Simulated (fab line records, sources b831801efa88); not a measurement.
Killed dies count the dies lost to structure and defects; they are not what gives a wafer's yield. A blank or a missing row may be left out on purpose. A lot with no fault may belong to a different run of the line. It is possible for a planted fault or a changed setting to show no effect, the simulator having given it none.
Struck lot and sound lot, side by side || flow sky130 || 43 out of 708 route steps
Sound: the wafers L144.1, L144.2, L144.3. Wafers L161.1, L161.3, L161.5 were the ones struck. The cause comes at the end.
Per side, at each step with rows, come the tool, then ch with its chambers, and then its first start. Under that, the readings that differ: sound wafers || struck wafers || difference of the means || sigmas: that difference in standard deviations of wafers without a fault.
alike: words and numbers the same on both sides, and readings whose means are apart by under 2 such deviations; not compared: readings that were withheld, readings missing a value for some wafer, numbers with overlapping values and no deviation given by the record, and bounds like >300 which may hide the same value.
A row with sigmas, a row that says differs or no value, or rows on one side alone: a step with any of these is where the two part. When numbers do not overlap yet have no deviation, they are printed without sigmas and do not part them. A reading missing from all wafers of one side parts the sides only when that side holds two or more wafers.

first, 3 steps without rows for these wafers: SKY_FIELD_ISO_WET_ETCH_30 (etches SiO2 in dHF, target depth 25 nm, time 50 s); SKY_NWELL_CLEAN_00 (cleans in SC1/SC2, time 150 s); SKY_NWELL_OXIDATION_01 (stabilise 600 s, purge 300 s, target thk 10 nm).
SKY_NWELL_THK_MEAS_02:
  sound on film metro-03 at day 3 18:19; struck on film metro-03 at day 7 22:21
  alike: NWELL_OXIDATION_THK
then, 8 steps without rows for these wafers: SKY_DNWELL_DEHYDRATE_00 (time 60 s); SKY_DNWELL_HMDS_01 (prime time 60 s); SKY_DNWELL_COAT_02 (resist thk 3000 nm); SKY_DNWELL_SOFTBAKE_03; SKY_DNWELL_EXPOSE_04 (exposes mask DNM, target cd 3000 nm); SKY_DNWELL_PEB_05; SKY_DNWELL_DEVELOP_06 (develop time 60 s); SKY_DNWELL_IMPLANT_07.
SKY_DNWELL_STRIP_08: strips in O2/N2.
  sound on plasma asher-02 ch 0,1, day 4 10:38; struck on plasma asher-04 ch 1, day 8 18:08
{"reading": "drypump motor current A (A)", "sound": "5.40 5.47 5.47", "struck": "5.91 5.91 5.92", "difference": "+0.47", "sigmas": "+2"}
{"reading": "strip time to endpoint s (s)", "sound": "36.76 36.74 36.83", "struck": "37.02 37.01 36.97", "difference": "+0.22", "sigmas": "+2"}
  alike: chamber pressure mTorr, n2 flow sccm, oes product au
  not compared: rf hours counter h
SKY_DNWELL_TW_MEAS_09:
  sound on film metro-03 at day 4 10:44; struck on film metro-01 at day 8 18:14
  alike: DNWELL_TW
then, 7 steps without rows for these wafers: SKY_PWDE_DEHYDRATE_00 (time 60 s); SKY_PWDE_HMDS_01 (prime time 60 s); SKY_PWDE_COAT_02 (resist thk 3000 nm); SKY_PWDE_SOFTBAKE_03; SKY_PWDE_EXPOSE_04 (exposes mask PWDEM, target cd 840 nm); SKY_PWDE_PEB_05; SKY_PWDE_DEVELOP_06 (develop time 60 s).
SKY_PWDE_OVL_MEAS_07:
  sound on overlay-01 at day 5 04:17; struck on overlay-02 at day 9 14:51
  alike: PWDE_OVL
following that, these wafers have no rows for 1 step: SKY_PWDE_IMPLANT_08.
SKY_PWDE_STRIP_09: strips in O2/N2.
  sound on plasma asher-01 ch 0,1, day 5 04:28; struck on plasma asher-02 ch 0,1, day 9 15:02
{"reading": "drypump motor current A (A)", "sound": "5.8 6.4 6.4", "struck": "5.5 5.4 5.5", "difference": -0.7, "sigmas": -2}
  alike: chamber pressure mTorr, n2 flow sccm, oes product au, strip time to endpoint s
  not compared: rf hours counter h
SKY_PWDE_TW_MEAS_10:
  sound on film metro-01 at day 5 04:34; struck on film metro-02 at day 9 15:08
{"reading": "PWDE_TW", "sound": "377 377 376", "struck": "365 368 366", "difference": -10, "sigmas": -3}
then, 7 steps without rows for these wafers: SKY_NWELL_DEHYDRATE_03 (time 60 s); SKY_NWELL_HMDS_04 (prime time 60 s); SKY_NWELL_COAT_05 (resist thk 3000 nm); SKY_NWELL_SOFTBAKE_06; SKY_NWELL_EXPOSE_07 (exposes mask NWM, target cd 840 nm); SKY_NWELL_PEB_08; SKY_NWELL_DEVELOP_09 (develop time 60 s).
SKY_NWELL_OVL_MEAS_10:
  sound on overlay-02 at day 5 22:53; struck on overlay-02 at day 10 12:12
  alike: NWELL_00_OVL
then, 3 steps without rows for these wafers: SKY_NWELL_IMPLANT_11; SKY_NWELL_IMPLANT_12; SKY_NWELL_IMPLANT_13.
SKY_NWELL_STRIP_14: strips in O2/N2.
  sound on plasma asher-01 ch 0,1, day 5 23:23; struck on plasma asher-01 ch 0,1, day 10 12:41
  alike: chamber pressure mTorr, drypump motor current A, n2 flow sccm, oes product au, strip time to endpoint s
  not compared: rf hours counter h
SKY_NWELL_TW_MEAS_15:
  sound on film metro-02 at day 5 23:29; struck on film metro-03 at day 10 12:47
{"reading": "NWELL_TW", "sound": "1785 1790 1793", "struck": "1832 1830 1839", "difference": "+44", "sigmas": "+3"}
then, 4 steps without rows for these wafers: SKY_NWELL_DEHYDRATE_16 (time 60 s); SKY_NWELL_HMDS_17 (prime time 60 s); SKY_NWELL_COAT_18 (resist thk 3000 nm); SKY_NWELL_SOFTBAKE_19.
-- the record jumps here: 41 days lie between the struck wafers' starts before and after (it left off in module NWELL and takes up again in module PAD_OPEN, whose first step shown is number 708 of the route) --
SKY_PAD_OPEN_PROBE_99:
  only the struck wafers here have rows in the record (prober-02, day 51 04:19); the sound ones have none

== WHERE THEY PART ==
Last at SKY_PAD_OPEN_PROBE_99 as far as this record goes, first at SKY_DNWELL_STRIP_08.

WHY: the cause the simulator had injected
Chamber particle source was plasma asher-04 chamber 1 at SKY_DNWELL_STRIP_08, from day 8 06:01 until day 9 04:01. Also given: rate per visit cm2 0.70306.
